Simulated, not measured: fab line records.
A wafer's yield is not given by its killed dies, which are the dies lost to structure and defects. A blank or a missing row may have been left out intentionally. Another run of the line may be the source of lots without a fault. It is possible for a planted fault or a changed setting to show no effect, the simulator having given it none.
fab line records -- flow gf180mcu -- part 1 of 2: steps 1 to 26 of 36
record: lots: 5, wafers: 15, last-day: 34
route steps=602 shown M1@316 V1@335
lots untouched by any fault: they come from a run of this same line in which no faults occurred
start-h: hours from the record's opening day to when the first of the lot's shown wafers began -- wait-h: hours since the lot's step before -- " unchanged from the row above -- L1.1+2: several wafers, shown together as one row -- - no value, or no start given -- * or withheld: withheld -- < > ~ a bound
route shown NAME@n: a module of which the file shows steps, and the number in the route of the first -- usual: average and standard deviation across the fault-free wafers -- same: alike in all rows -- chamber/n: place in a boat -- sites: the reading at each site -- _std_site: standard deviation across them -- _edge_site: outer sites' mean less inner sites' -- radius-mm: for every site, how far away it sits from the centre of the wafer -- mask NAME#n: copy n -- behind: the last tool/chamber to shape the wafer -- hold: why the lot went on hold/how many hours it stayed there/how the hold came to an end -- device: which transistor (n, p or np) failed to switch -- end of line: tests of these same wafers at the route's end -- a step with no rows: only its recipe -- killed: the dies lost at the first sort to structure and to defects; this is not the yield of the wafer -- map: per-die view of a wafer (x killed, . not killed, _ where there is no die)
set.NAME: the setting the step ran with; set.NAME@STEP: the setting that earlier step ran with -- model.NAME: the simulator's own value behind a step, which no gauge read
lots seen at some steps along the route; tables by step, rows by wafer
services: the hour from which a tool's chamber was out of use, counted from the record's first day as start-h (under 0 if before that day), plus the number of hours and why
== steps ==
step: GF_M1_SPUTTER_01
recipe: material: TiN, target-thk-nm: 30, power-w: 6500, time-s: 25, chamber-pressure-pa: 0.4
usual: throttle-valve-pct: 30.2/0.92
same: time-s: 25
lot.wafer,tool,chamber,start-h,wait-h,throttle-valve-pct
L075.3,pvd-sputter-04,-,366.31,0.1,29.4
L075.4,pvd-sputter-04,-,366.31,0.1,29.9
L075.6,pvd-sputter-04,-,366.31,0.1,28.3
L082.1,pvd-sputter-01,-,440.38,0.1,30.0
L082.2,pvd-sputter-01,-,440.38,0.1,30.7
L082.4,pvd-sputter-01,-,440.38,0.1,31.7
L083.2,pvd-sputter-01,-,442.67,0.1,30.8
L083.4,pvd-sputter-01,-,442.67,0.1,32.0
L083.6,pvd-sputter-01,-,442.67,0.1,31.7
L086.3,pvd-sputter-03,-,471.08,0.1,29.9
L086.4,pvd-sputter-03,-,471.08,0.1,29.8
L086.6,pvd-sputter-03,-,471.08,0.1,29.9
L095.2,pvd-sputter-03,-,547.17,0.1,29.5
L095.4,pvd-sputter-03,-,547.17,0.1,29.6
L095.5,pvd-sputter-03,-,547.17,0.1,30.0
step: GF_M1_SPUTTER_02
recipe: material: AlCu, target-thk-nm: 450, power-w: 10600, time-s: 23.9, chamber-pressure-pa: 0.4
usual: throttle-valve-pct: 30.2/0.91
same: time-s: 23.9
lot.wafer,tool,chamber,start-h,wait-h,throttle-valve-pct
L075.3,pvd-sputter-04,-,366.34,0.0,29.5
L075.4,pvd-sputter-04,-,366.34,0.0,29.8
L075.6,pvd-sputter-04,-,366.34,0.0,28.4
L082.1,pvd-sputter-01,-,440.41,0.0,29.7
L082.2,pvd-sputter-01,-,440.41,0.0,31.4
L082.4,pvd-sputter-01,-,440.41,0.0,31.7
L083.2,pvd-sputter-01,-,442.70,0.0,31.1
L083.4,pvd-sputter-01,-,442.70,0.0,31.7
L083.6,pvd-sputter-01,-,442.70,0.0,31.8
L086.3,pvd-sputter-03,-,471.11,0.0,30.0
L086.4,pvd-sputter-03,-,471.11,0.0,29.9
L086.6,pvd-sputter-03,-,471.11,0.0,29.6
L095.2,pvd-sputter-03,-,547.20,0.0,29.8
L095.4,pvd-sputter-03,-,547.20,0.0,29.8
L095.5,pvd-sputter-03,-,547.20,0.0,29.8
step: GF_M1_SPUTTER_03
recipe: material: Ti, target-thk-nm: 10, substrate-temp-c: 300, chamber-pressure-pa: 0.3, power-w: 3000, time-s: 6.7
usual: throttle-valve-pct: 30.2/0.94
same: time-s: 6.7
lot.wafer,tool,chamber,start-h,wait-h,throttle-valve-pct
L075.3,pvd-sputter-04,-,366.37,0.0,29.4
L075.4,pvd-sputter-04,-,366.37,0.0,29.8
L075.6,pvd-sputter-04,-,366.37,0.0,28.3
L082.1,pvd-sputter-01,-,440.44,0.0,29.8
L082.2,pvd-sputter-01,-,440.44,0.0,30.8
L082.4,pvd-sputter-01,-,440.44,0.0,31.8
L083.2,pvd-sputter-01,-,442.73,0.0,30.8
L083.4,pvd-sputter-01,-,442.73,0.0,31.8
L083.6,pvd-sputter-01,-,442.73,0.0,31.8
L086.3,pvd-sputter-03,-,471.14,0.0,29.9
L086.4,pvd-sputter-03,-,471.14,0.0,29.4
L086.6,pvd-sputter-03,-,471.14,0.0,29.7
L095.2,pvd-sputter-03,-,547.23,0.0,29.3
L095.4,pvd-sputter-03,-,547.23,0.0,29.7
L095.5,pvd-sputter-03,-,547.23,0.0,29.9
step: GF_M1_SPUTTER_04
recipe: material: TiN, target-thk-nm: 50, power-w: 6500, time-s: 41.7, chamber-pressure-pa: 0.4
usual: throttle-valve-pct: 30.2/0.94
same: time-s: 41.7
lot.wafer,tool,chamber,start-h,wait-h,throttle-valve-pct
L075.3,pvd-sputter-04,-,366.39,0.0,29.8
L075.4,pvd-sputter-04,-,366.39,0.0,29.6
L075.6,pvd-sputter-04,-,366.39,0.0,28.5
L082.1,pvd-sputter-01,-,440.47,0.0,29.8
L082.2,pvd-sputter-01,-,440.47,0.0,31.1
L082.4,pvd-sputter-01,-,440.47,0.0,32.2
L083.2,pvd-sputter-01,-,442.75,0.0,30.9
L083.4,pvd-sputter-01,-,442.75,0.0,31.9
L083.6,pvd-sputter-01,-,442.75,0.0,31.7
L086.3,pvd-sputter-03,-,471.16,0.0,30.0
L086.4,pvd-sputter-03,-,471.16,0.0,29.8
L086.6,pvd-sputter-03,-,471.16,0.0,29.8
L095.2,pvd-sputter-03,-,547.25,0.0,29.8
L095.4,pvd-sputter-03,-,547.25,0.0,29.7
L095.5,pvd-sputter-03,-,547.25,0.0,30.2
step: GF_M1_RS_MEAS_05
recipe: thk-meas-gauge: four-point-probe, reads: TiN_of_M1_SPUTTER_04+Ti_of_M1_SPUTTER_03+AlCu_of_M1_SPUTTER_02+TiN_of_M1_SPUTTER_01+Ti_of_M1_SPUTTER_00
usual: M1_ALCU_RS: 0.0693/0.0009
lot.wafer,tool,chamber,start-h,wait-h,M1_ALCU_RS[ohm/sq]
L075.3,film-metro-03,-,366.47,0.1,0.0700
L075.4,film-metro-03,-,366.47,0.1,0.0682
L075.6,film-metro-03,-,366.47,0.1,0.0690
L082.1,film-metro-01,-,440.50,0.0,0.0686
L082.2,film-metro-01,-,440.50,0.0,0.0695
L082.4,film-metro-01,-,440.50,0.0,0.0679
L083.2,film-metro-04,-,442.81,0.0,0.0701
L083.4,film-metro-04,-,442.81,0.0,0.0690
L083.6,film-metro-04,-,442.81,0.0,0.0687
L086.3,film-metro-01,-,471.24,0.1,0.0706
L086.4,film-metro-01,-,471.24,0.1,0.0709
L086.6,film-metro-01,-,471.24,0.1,0.0720
L095.2,film-metro-01,-,547.31,0.0,0.0692
L095.4,film-metro-01,-,547.31,0.0,0.0695
L095.5,film-metro-01,-,547.31,0.0,0.0688
step: GF_M1_THK_MEAS_06
recipe: thk-meas-gauge: xrf, reads: AlCu_of_M1_SPUTTER_02
usual: M1_ALCU_THK: 462/5.9
lot.wafer,tool,chamber,start-h,wait-h,M1_ALCU_THK[nm]
L075.3,film-metro-03,-,366.57,0.1,457
L075.4,film-metro-03,-,366.57,0.1,468
L075.6,film-metro-03,-,366.57,0.1,463
L082.1,film-metro-01,-,440.62,0.1,466
L082.2,film-metro-01,-,440.62,0.1,460
L082.4,film-metro-01,-,440.62,0.1,467
L083.2,film-metro-04,-,442.92,0.1,461
L083.4,film-metro-04,-,442.92,0.1,465
L083.6,film-metro-04,-,442.92,0.1,468
L086.3,film-metro-01,-,471.34,0.1,452
L086.4,film-metro-01,-,471.34,0.1,451
L086.6,film-metro-01,-,471.34,0.1,444
L095.2,film-metro-01,-,547.42,0.1,464
L095.4,film-metro-01,-,547.42,0.1,462
L095.5,film-metro-01,-,547.42,0.1,466
step: GF_M1_DEHYDRATE_07
recipe: temp-c: 200, time-s: 60
usual: resist-line-temp-C: 23.00/0.1
same: time-s: 60
lot.wafer,tool,chamber,start-h,wait-h,resist-line-temp-C
L075.3,litho-track-01,0,376.94,10.4,22.97
L075.4,litho-track-01,0,376.94,10.4,23.18
L075.6,litho-track-01,0,376.94,10.4,23.03
L082.1,litho-track-01,0,452.33,11.7,23.05
L082.2,litho-track-01,0,452.33,11.7,22.98
L082.4,litho-track-01,0,452.33,11.7,23.04
L083.2,litho-track-01,0,454.46,11.5,23.09
L083.4,litho-track-01,0,454.46,11.5,23.07
L083.6,litho-track-01,0,454.46,11.5,23.16
L086.3,litho-track-01,0,482.13,10.8,23.12
L086.4,litho-track-01,0,482.13,10.8,23.06
L086.6,litho-track-01,0,482.13,10.8,23.00
L095.2,litho-track-02,0,558.25,10.8,23.02
L095.4,litho-track-02,0,558.25,10.8,23.14
L095.5,litho-track-02,0,558.25,10.8,23.10
step: GF_M1_HMDS_08
recipe: prime-time-s: 60, prime-temp-c: 120
usual: resist-line-temp-C: 22.98/0.11
lot.wafer,tool,chamber,start-h,wait-h,resist-line-temp-C
L075.3,litho-track-01,0,377.09,0.1,22.89
L075.4,litho-track-01,0,377.09,0.1,22.93
L075.6,litho-track-01,0,377.09,0.1,22.87
L082.1,litho-track-01,0,452.48,0.1,23.19
L082.2,litho-track-01,0,452.48,0.1,22.90
L082.4,litho-track-01,0,452.48,0.1,23.15
L083.2,litho-track-01,0,454.61,0.1,22.95
L083.4,litho-track-01,0,454.61,0.1,22.91
L083.6,litho-track-01,0,454.61,0.1,23.00
L086.3,litho-track-01,0,482.28,0.1,22.85
L086.4,litho-track-01,0,482.28,0.1,23.02
L086.6,litho-track-01,0,482.28,0.1,22.79
L095.2,litho-track-02,0,558.40,0.1,23.11
L095.4,litho-track-02,0,558.40,0.1,23.21
L095.5,litho-track-02,0,558.40,0.1,23.02
step: GF_M1_COAT_09
recipe: resist: KrF, spin-rpm: withheld, resist-thk-nm: 1000
usual: resist-line-temp-C: 23.00/0.11
lot.wafer,tool,chamber,start-h,wait-h,resist-line-temp-C
L075.3,litho-track-01,0,377.24,0.1,22.87
L075.4,litho-track-01,0,377.24,0.1,22.96
L075.6,litho-track-01,0,377.24,0.1,22.98
L082.1,litho-track-01,0,452.63,0.1,23.00
L082.2,litho-track-01,0,452.63,0.1,23.23
L082.4,litho-track-01,0,452.63,0.1,23.00
L083.2,litho-track-01,0,454.76,0.1,23.22
L083.4,litho-track-01,0,454.76,0.1,23.18
L083.6,litho-track-01,0,454.76,0.1,23.01
L086.3,litho-track-01,0,482.43,0.1,22.83
L086.4,litho-track-01,0,482.43,0.1,23.06
L086.6,litho-track-01,0,482.43,0.1,22.94
L095.2,litho-track-02,0,558.55,0.1,22.99
L095.4,litho-track-02,0,558.55,0.1,22.96
L095.5,litho-track-02,0,558.55,0.1,22.98
step: GF_M1_SOFTBAKE_10
recipe: temp-c: 129.3, time-s: 60, resist: KrF
usual: resist-line-temp-C: 23.01/0.11
same: time-s: 60
lot.wafer,tool,chamber,start-h,wait-h,resist-line-temp-C
L075.3,litho-track-01,0,377.39,0.1,23.24
L075.4,litho-track-01,0,377.39,0.1,23.10
L075.6,litho-track-01,0,377.39,0.1,23.09
L082.1,litho-track-01,0,452.78,0.1,22.98
L082.2,litho-track-01,0,452.78,0.1,22.77
L082.4,litho-track-01,0,452.78,0.1,23.16
L083.2,litho-track-01,0,454.91,0.1,22.89
L083.4,litho-track-01,0,454.91,0.1,22.95
L083.6,litho-track-01,0,454.91,0.1,22.88
L086.3,litho-track-01,0,482.58,0.1,23.01
L086.4,litho-track-01,0,482.58,0.1,23.07
L086.6,litho-track-01,0,482.58,0.1,23.04
L095.2,litho-track-02,0,558.70,0.1,23.12
L095.4,litho-track-02,0,558.70,0.1,22.99
L095.5,litho-track-02,0,558.70,0.1,23.06
step: GF_M1_EXPOSE_11
recipe: mask-id: Metal1, target-cd-nm: 230, na: 0.68, source-shape: conventional, sigma-outer: 0.6, dose-mj: 28
lot.wafer,tool,chamber,start-h,wait-h,mask
L075.3+4+6,krf-scanner-01,0,-,-,Metal1#0
L082.1+2+4,krf-scanner-02,0,-,-,Metal1#0
L083.2+4+6,krf-scanner-01,0,-,-,Metal1#0
L086.3+4+6,krf-scanner-01,0,-,-,Metal1#0
L095.2+4+5,krf-scanner-01,0,-,-,Metal1#0
step: GF_M1_PEB_12
recipe: peb-temp-c: 135, peb-time-s: 91.55, resist: KrF
usual: plate-sensor-t-centre-C: 136.13/0.0092, plate-sensor-t-edge-C: 136.29/0.0097, resist-line-temp-C: 22.97/0.092
lot.wafer,tool,chamber,start-h,wait-h,plate-sensor-t-centre-C,plate-sensor-t-edge-C,resist-line-temp-C
L075.3,litho-track-03,0,-,-,136.13,136.3,22.99
L075.4,litho-track-03,0,-,-,136.13,136.3,23.06
L075.6,litho-track-03,0,-,-,136.14,136.3,23.01
L082.1,litho-track-03,0,-,-,136.13,136.3,23.17
L082.2,litho-track-03,0,-,-,136.13,136.3,22.93
L082.4,litho-track-03,0,-,-,136.12,136.28,22.91
L083.2,litho-track-02,0,-,-,136.15,136.3,23.15
L083.4,litho-track-02,0,-,-,136.13,136.28,23.11
L083.6,litho-track-02,0,-,-,136.13,136.3,23.01
L086.3,litho-track-03,0,-,-,136.13,136.3,23.01
L086.4,litho-track-03,0,-,-,136.11,136.31,23.04
L086.6,litho-track-03,0,-,-,136.13,136.29,22.87
L095.2,litho-track-02,0,-,-,136.13,136.28,22.95
L095.4,litho-track-02,0,-,-,136.12,136.29,22.96
L095.5,litho-track-02,0,-,-,136.14,136.3,23.00
step: GF_M1_DEVELOP_13
recipe: develop-time-s: 60, dev-temp-c: 21
usual: resist-line-temp-C: 22.99/0.1
lot.wafer,tool,chamber,start-h,wait-h,resist-line-temp-C
L075.3,litho-track-03,0,388.76,0.1,23.02
L075.4,litho-track-03,0,388.76,0.1,23.23
L075.6,litho-track-03,0,388.76,0.1,23.10
L082.1,litho-track-03,0,464.66,0.2,22.97
L082.2,litho-track-03,0,464.66,0.2,23.13
L082.4,litho-track-03,0,464.66,0.2,23.16
L083.2,litho-track-02,0,466.90,0.2,22.85
L083.4,litho-track-02,0,466.90,0.2,22.85
L083.6,litho-track-02,0,466.90,0.2,22.88
L086.3,litho-track-03,0,494.46,0.1,22.94
L086.4,litho-track-03,0,494.46,0.1,23.10
L086.6,litho-track-03,0,494.46,0.1,23.18
L095.2,litho-track-02,0,569.10,0.2,23.01
L095.4,litho-track-02,0,569.10,0.2,23.01
L095.5,litho-track-02,0,569.10,0.2,22.88
step: GF_M1_CD_MEAS_14
recipe: target-cd-nm: 230
usual: cd-nm: 230.6/1
lot.wafer,tool,chamber,start-h,wait-h,cd-nm
L075.3,cd-sem-01,-,388.90,0.1,229.3
L075.4,cd-sem-01,-,388.90,0.1,230.1
L075.6,cd-sem-01,-,388.90,0.1,229.1
L082.1,cd-sem-02,-,464.81,0.1,231.1
L082.2,cd-sem-02,-,464.81,0.1,229.8
L082.4,cd-sem-02,-,464.81,0.1,231.3
L083.2,cd-sem-01,-,467.05,0.1,231.0
L083.4,cd-sem-01,-,467.05,0.1,231.5
L083.6,cd-sem-01,-,467.05,0.1,230.4
L086.3,cd-sem-01,-,494.60,0.1,230.2
L086.4,cd-sem-01,-,494.60,0.1,229.9
L086.6,cd-sem-01,-,494.60,0.1,230.5
L095.2,cd-sem-02,-,569.31,0.2,231.9
L095.4,cd-sem-02,-,569.31,0.2,232.0
L095.5,cd-sem-02,-,569.31,0.2,231.2
step: GF_M1_OVL_MEAS_15
usual: M1_OVL: 2/5.9
lot.wafer,tool,chamber,start-h,wait-h,M1_OVL[nm]
L075.3,overlay-01,-,389.00,0.1,0
L075.4,overlay-01,-,389.00,0.1,7
L075.6,overlay-01,-,389.00,0.1,4
L082.1,overlay-02,-,464.93,0.1,-5
L082.2,overlay-02,-,464.93,0.1,-2
L082.4,overlay-02,-,464.93,0.1,-10
L083.2,overlay-02,-,467.15,0.1,-1
L083.4,overlay-02,-,467.15,0.1,8
L083.6,overlay-02,-,467.15,0.1,4
L086.3,overlay-02,-,494.69,0.1,16
L086.4,overlay-02,-,494.69,0.1,8
L086.6,overlay-02,-,494.69,0.1,11
L095.2,overlay-02,-,569.41,0.1,-1
L095.4,overlay-02,-,569.41,0.1,-13
L095.5,overlay-02,-,569.41,0.1,-1
step: GF_M1_METAL_ETCH_16
recipe: chemistry: Cl2/BCl3, mask-material: KrF, target-depth-nm: 627.5, stop-on: SiO2, pressure-mtorr: 8, icp-w: 800, bias-w: 140, Cl2_flow_sccm: 80, bcl3-flow-sccm: 40, time-s: 104.6
usual: drypump-motor-current-A: 5.61/0.28, oes-product-au: 0.973/0.0071, throttle-valve-pct: 28.250/0.011
same: time-s: 104.6
lot.wafer,tool,chamber,start-h,wait-h,drypump-motor-current-A,oes-product-au,rf-hours-counter-h,throttle-valve-pct
L075.3,rie-metal-02,1,389.06,0.1,5.80,0.963,-,28.254
L075.4,rie-metal-02,0,389.06,0.1,6.11,0.986,-,28.246
L075.6,rie-metal-02,1,389.06,0.1,5.79,0.969,-,28.242
L082.1,rie-metal-02,1,464.97,0.0,5.77,0.979,3.7,28.252
L082.2,rie-metal-02,0,464.97,0.0,6.15,0.972,4.2,28.246
L082.4,rie-metal-02,1,464.97,0.0,5.78,0.978,-,28.241
L083.2,rie-metal-03,0,467.22,0.1,5.35,0.965,-,28.248
L083.4,rie-metal-03,0,467.22,0.1,5.37,0.970,-,28.252
L083.6,rie-metal-03,0,467.22,0.1,5.36,0.970,-,28.249
L086.3,rie-metal-03,0,494.79,0.1,5.35,0.971,-,28.258
L086.4,rie-metal-03,0,494.79,0.1,5.34,0.960,-,28.256
L086.6,rie-metal-03,0,494.79,0.1,5.36,0.957,-,28.274
L095.2,rie-metal-01,1,569.44,0.0,5.45,0.984,1.0,28.245
L095.4,rie-metal-01,0,569.44,0.0,5.86,0.972,-,28.248
L095.5,rie-metal-01,1,569.44,0.0,5.48,0.987,-,28.245
step: GF_M1_STRIP_17
recipe: chemistry: O2/N2, power-w: 1400, pressure-mtorr: 1500, platen-temp-c: 250, o2-flow-sccm: 3000, n2-flow-sccm: 300, overash-fraction: 0.5
usual: drypump-motor-current-A: 5.6/0.44, heater-power-w: 307/35, oes-product-au: 0.559/0.005, strip-time-to-endpoint-s: 7.91/0.043
lot.wafer,tool,chamber,start-h,wait-h,drypump-motor-current-A,heater-power-w,oes-product-au,rf-hours-counter-h,strip-time-to-endpoint-s
L075.3,plasma-asher-03,0,389.17,0.1,6.1,337,0.557,-,7.94
L075.4,plasma-asher-03,1,389.17,0.1,5.4,244,0.552,-,7.89
L075.6,plasma-asher-03,1,389.17,0.1,5.4,244,0.563,-,7.97
L082.1,plasma-asher-03,0,465.08,0.1,6.1,328,0.560,72,7.92
L082.2,plasma-asher-03,1,465.08,0.1,5.3,250,0.552,72,7.86
L082.4,plasma-asher-03,0,465.08,0.1,6.1,339,0.553,-,7.95
L083.2,plasma-asher-01,1,467.41,0.1,4.8,318,0.564,72,7.91
L083.4,plasma-asher-01,0,467.41,0.1,5.4,297,0.554,-,7.92
L083.6,plasma-asher-01,1,467.41,0.1,4.8,317,0.565,-,7.96
L086.3,plasma-asher-03,0,494.98,0.1,6.1,336,0.555,-,7.95
L086.4,plasma-asher-03,1,494.98,0.1,5.4,249,0.558,-,7.92
L086.6,plasma-asher-03,1,494.98,0.1,5.4,243,0.560,-,7.94
L095.2,plasma-asher-01,0,569.56,0.1,5.4,296,0.551,83,7.82
L095.4,plasma-asher-01,0,569.56,0.1,5.4,289,0.547,-,7.85
L095.5,plasma-asher-01,1,569.56,0.1,4.8,321,0.550,-,7.85
step: GF_M1_STRIP_18
recipe: chemistry: post-etch-residue-remover, time-s: 1200, temp-c: 72.5
same: time-s: 1200
lot.wafer,tool,chamber,start-h,wait-h
L075.3+4+6,wet-bench-02,0,389.23,0.0
L082.1+2+4,wet-bench-03,3,465.18,0.1
L083.2+4+6,wet-bench-03,2,467.51,0.1
L086.3+4+6,wet-bench-03,1,495.04,0.0
L095.2+4+5,wet-bench-03,1,569.66,0.1
step: GF_M1_CLEAN_19
recipe: chemistry: DIW, dry: n2-spin
lot.wafer,tool,chamber,start-h,wait-h
L075.3+4+6,wet-bench-02,2,389.57,0.0
L082.1+2+4,wet-bench-02,3,465.55,0.0
L083.2+4+6,wet-bench-04,1,467.88,0.0
L086.3+4+6,wet-bench-04,1,495.38,0.0
L095.2+4+5,wet-bench-02,0,570.03,0.0
step: GF_V1_CVD_00
recipe: material: SiO2, target-thk-nm: 600, sigma-open-frac: 0.3, temp-c: 400, time-s: 100, sih4-flow-sccm: 60, pressure-mtorr: 6
usual: pressure-mtorr: 5.999/0.013
same: time-s: 100
lot.wafer,tool,chamber,start-h,wait-h,pressure-mtorr
L075.3,hdpcvd-01,0,389.70,0.0,5.996
L075.4,hdpcvd-01,2,389.70,0.0,5.985
L075.6,hdpcvd-01,0,389.70,0.0,6.003
L082.1,hdpcvd-02,0,465.65,0.0,5.999
L082.2,hdpcvd-02,1,465.65,0.0,6.020
L082.4,hdpcvd-02,1,465.65,0.0,6.027
L083.2,hdpcvd-01,2,467.98,0.0,6.000
L083.4,hdpcvd-01,1,467.98,0.0,5.981
L083.6,hdpcvd-01,0,467.98,0.0,5.992
L086.3,hdpcvd-01,1,495.48,0.0,6.002
L086.4,hdpcvd-01,2,495.48,0.0,5.996
L086.6,hdpcvd-01,1,495.48,0.0,5.976
L095.2,hdpcvd-01,0,570.13,0.0,5.987
L095.4,hdpcvd-01,1,570.13,0.0,6.019
L095.5,hdpcvd-01,0,570.13,0.0,5.978
step: GF_V1_THK_MEAS_01
recipe: reads: SiO2_of_V1_CVD_00
usual: V1_CVD_00_THK: 599/5.5
lot.wafer,tool,chamber,start-h,wait-h,V1_CVD_00_THK[nm]
L075.3,film-metro-01,-,389.79,0.1,597
L075.4,film-metro-01,-,389.79,0.1,601
L075.6,film-metro-01,-,389.79,0.1,597
L082.1,film-metro-01,-,465.73,0.0,603
L082.2,film-metro-01,-,465.73,0.0,599
L082.4,film-metro-01,-,465.73,0.0,597
L083.2,film-metro-01,-,468.06,0.0,601
L083.4,film-metro-01,-,468.06,0.0,598
L083.6,film-metro-01,-,468.06,0.0,597
L086.3,film-metro-03,-,495.58,0.1,595
L086.4,film-metro-03,-,495.58,0.1,599
L086.6,film-metro-03,-,495.58,0.1,596
L095.2,film-metro-03,-,570.21,0.0,602
L095.4,film-metro-03,-,570.21,0.0,602
L095.5,film-metro-03,-,570.21,0.0,599
step: GF_V1_CVD_02
recipe: material: SiO2, target-thk-nm: 850, precursor: TEOS, temp-c: 400, time-s: 94.851, rf-w: 600
usual: heater-power-w: 649/100
same: time-s: 94.851
lot.wafer,tool,chamber,start-h,wait-h,heater-power-w
L075.3,pecvd-01,1,389.83,0.0,552
L075.4,pecvd-01,0,389.83,0.0,685
L075.6,pecvd-01,1,389.83,0.0,610
L082.1,pecvd-01,1,465.79,0.1,659
L082.2,pecvd-01,2,465.79,0.1,777
L082.4,pecvd-01,1,465.79,0.1,524
L083.2,pecvd-01,0,468.11,0.0,666
L083.4,pecvd-01,2,468.11,0.0,747
L083.6,pecvd-01,0,468.11,0.0,692
L086.3,pecvd-03,0,495.62,0.0,547
L086.4,pecvd-03,2,495.62,0.0,576
L086.6,pecvd-03,0,495.62,0.0,451
L095.2,pecvd-02,0,570.26,0.0,747
L095.4,pecvd-02,0,570.26,0.0,819
L095.5,pecvd-02,1,570.26,0.0,588
step: GF_V1_THK_MEAS_03
recipe: reads: SiO2_of_V1_CVD_02
usual: V1_CVD_02_THK: 853/9.8
lot.wafer,tool,chamber,start-h,wait-h,V1_CVD_02_THK[nm]
L075.3,film-metro-03,-,389.92,0.1,829
L075.4,film-metro-03,-,389.92,0.1,859
L075.6,film-metro-03,-,389.92,0.1,843
L082.1,film-metro-02,-,465.86,0.0,832
L082.2,film-metro-02,-,465.86,0.0,847
L082.4,film-metro-02,-,465.86,0.0,839
L083.2,film-metro-03,-,468.19,0.0,844
L083.4,film-metro-03,-,468.19,0.0,855
L083.6,film-metro-03,-,468.19,0.0,849
L086.3,film-metro-01,-,495.71,0.1,841
L086.4,film-metro-01,-,495.71,0.1,862
L086.6,film-metro-01,-,495.71,0.1,860
L095.2,film-metro-03,-,570.34,0.0,847
L095.4,film-metro-03,-,570.34,0.0,857
L095.5,film-metro-03,-,570.34,0.0,863
step: GF_V1_CMP_04
recipe: material: SiO2, down-force-psi: 4, platen-rpm: 60, pad-velocity-m-s: 0.94248
usual: motor-current-A: 12.0/1.2, time-to-endpoint-s: 83/5.1
lot.wafer,tool,chamber,start-h,wait-h,motor-current-A,time-to-endpoint-s
L075.3,cmp-01,1,389.96,0.0,10.5,75
L075.4,cmp-01,2,389.96,0.0,11.7,83
L075.6,cmp-01,2,389.96,0.0,13.0,76
L082.1,cmp-01,0,465.92,0.1,13.1,73
L082.2,cmp-01,1,465.92,0.1,10.0,80
L082.4,cmp-01,3,465.92,0.1,11.1,80
L083.4,cmp-02,1,468.29,0.1,13.2,85
L083.2,cmp-02,2,468.29,0.1,12.6,83
L083.6,cmp-02,0,468.29,0.1,12.4,87
L086.3,cmp-01,1,495.86,0.1,10.6,77
L086.4,cmp-01,2,495.86,0.1,13.0,85
L086.6,cmp-01,0,495.86,0.1,13.6,83
L095.2,cmp-01,3,570.39,0.0,11.7,81
L095.4,cmp-01,2,570.39,0.0,12.9,81
L095.5,cmp-01,0,570.39,0.0,13.1,83
step: GF_V1_BOW_MEAS_05
recipe: mode: bow
usual: V1_BOW: 82/8.2
lot.wafer,tool,chamber,start-h,wait-h,V1_BOW[um]
L075.3,film-metro-03,-,390.30,0.3,85
L075.4,film-metro-03,-,390.30,0.3,87
L075.6,film-metro-03,-,390.30,0.3,73
L082.1,film-metro-03,-,466.22,0.2,90
L082.2,film-metro-03,-,466.22,0.2,86
L082.4,film-metro-03,-,466.22,0.2,94
L083.2,film-metro-01,-,468.56,0.2,69
L083.4,film-metro-01,-,468.56,0.2,75
L083.6,film-metro-01,-,468.56,0.2,85
L086.3,film-metro-02,-,496.10,0.2,64
L086.4,film-metro-02,-,496.10,0.2,80
L086.6,film-metro-02,-,496.10,0.2,73
L095.2,film-metro-01,-,570.71,0.3,75
L095.4,film-metro-01,-,570.71,0.3,69
L095.5,film-metro-01,-,570.71,0.3,68
step: GF_V1_DEHYDRATE_06
recipe: temp-c: 200, time-s: 60
usual: resist-line-temp-C: 22.98/0.095
same: time-s: 60
lot.wafer,tool,chamber,start-h,wait-h,resist-line-temp-C
L075.3,litho-track-04,0,401.27,10.9,22.93
L075.4,litho-track-04,0,401.27,10.9,22.97
L075.6,litho-track-04,0,401.27,10.9,23.10
L082.1,litho-track-01,0,477.78,11.5,22.95
L082.2,litho-track-01,0,477.78,11.5,23.04
L082.4,litho-track-01,0,477.78,11.5,22.88
L083.2,litho-track-01,0,479.51,10.9,23.01
L083.4,litho-track-01,0,479.51,10.9,23.01
L083.6,litho-track-01,0,479.51,10.9,23.08
L086.3,litho-track-03,0,507.46,11.3,23.03
L086.4,litho-track-03,0,507.46,11.3,22.99
L086.6,litho-track-03,0,507.46,11.3,22.99
L095.2,litho-track-03,0,581.24,10.5,23.16
L095.4,litho-track-03,0,581.24,10.5,23.01
L095.5,litho-track-03,0,581.24,10.5,22.91
